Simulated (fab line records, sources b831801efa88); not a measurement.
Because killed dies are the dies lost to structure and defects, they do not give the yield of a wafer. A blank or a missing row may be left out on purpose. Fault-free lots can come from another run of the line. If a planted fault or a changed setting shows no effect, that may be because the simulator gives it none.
What tool caused it?    flow gf180mcu    6 lots (18 wafers sampled), 1 step of a 602-step route

## WHAT EACH GAUGE READ, for each wafer
GF_HV_LDD_OVL_MEAS_47.
lot   measured      on          HV_LDD_03_OVL (nm)
L776  day 12 22:03  overlay-01  -1.1 -1.5 -2.1
L779  day 13 16:02  overlay-01  -0.8 -2.0 -2.5
L784  day 15 09:59  overlay-02  0.4 1.3 0.0
L787  day 16 13:37  overlay-02  -0.3 0.9 -0.5
L793  day 18 14:01  overlay-02  -2.0 -2.8 -0.2
L797  day 19 17:52  overlay-01  0.2 0.6 -0.2

## EACH LOT AND THE TOOL THAT RAN IT (in order: tool; ch and the chambers of the sampled wafers; start)
The record holds no process step before these readings.

## THE ANSWER, worked out from the rows above alone
Rule: usual is defined by the lots themselves. Put in order of their means at a reading, lots are off if they are a third of the lots or fewer, leave a main group of 4 or more, and stand apart from it by a gap of 3 or more times the standard deviation of the main group's means; of several such gaps the widest counts. Not used: any main group whose means are identical at the precision the tables above print for the reading. Also off: a lot with no number at a reading for which 4 or more lots have one. All remaining lots with rows at the step are treated as sound.
Across all readings shown, no lot is off: no conclusion can be drawn from this.

## WHAT THE SIMULATOR PUT IN
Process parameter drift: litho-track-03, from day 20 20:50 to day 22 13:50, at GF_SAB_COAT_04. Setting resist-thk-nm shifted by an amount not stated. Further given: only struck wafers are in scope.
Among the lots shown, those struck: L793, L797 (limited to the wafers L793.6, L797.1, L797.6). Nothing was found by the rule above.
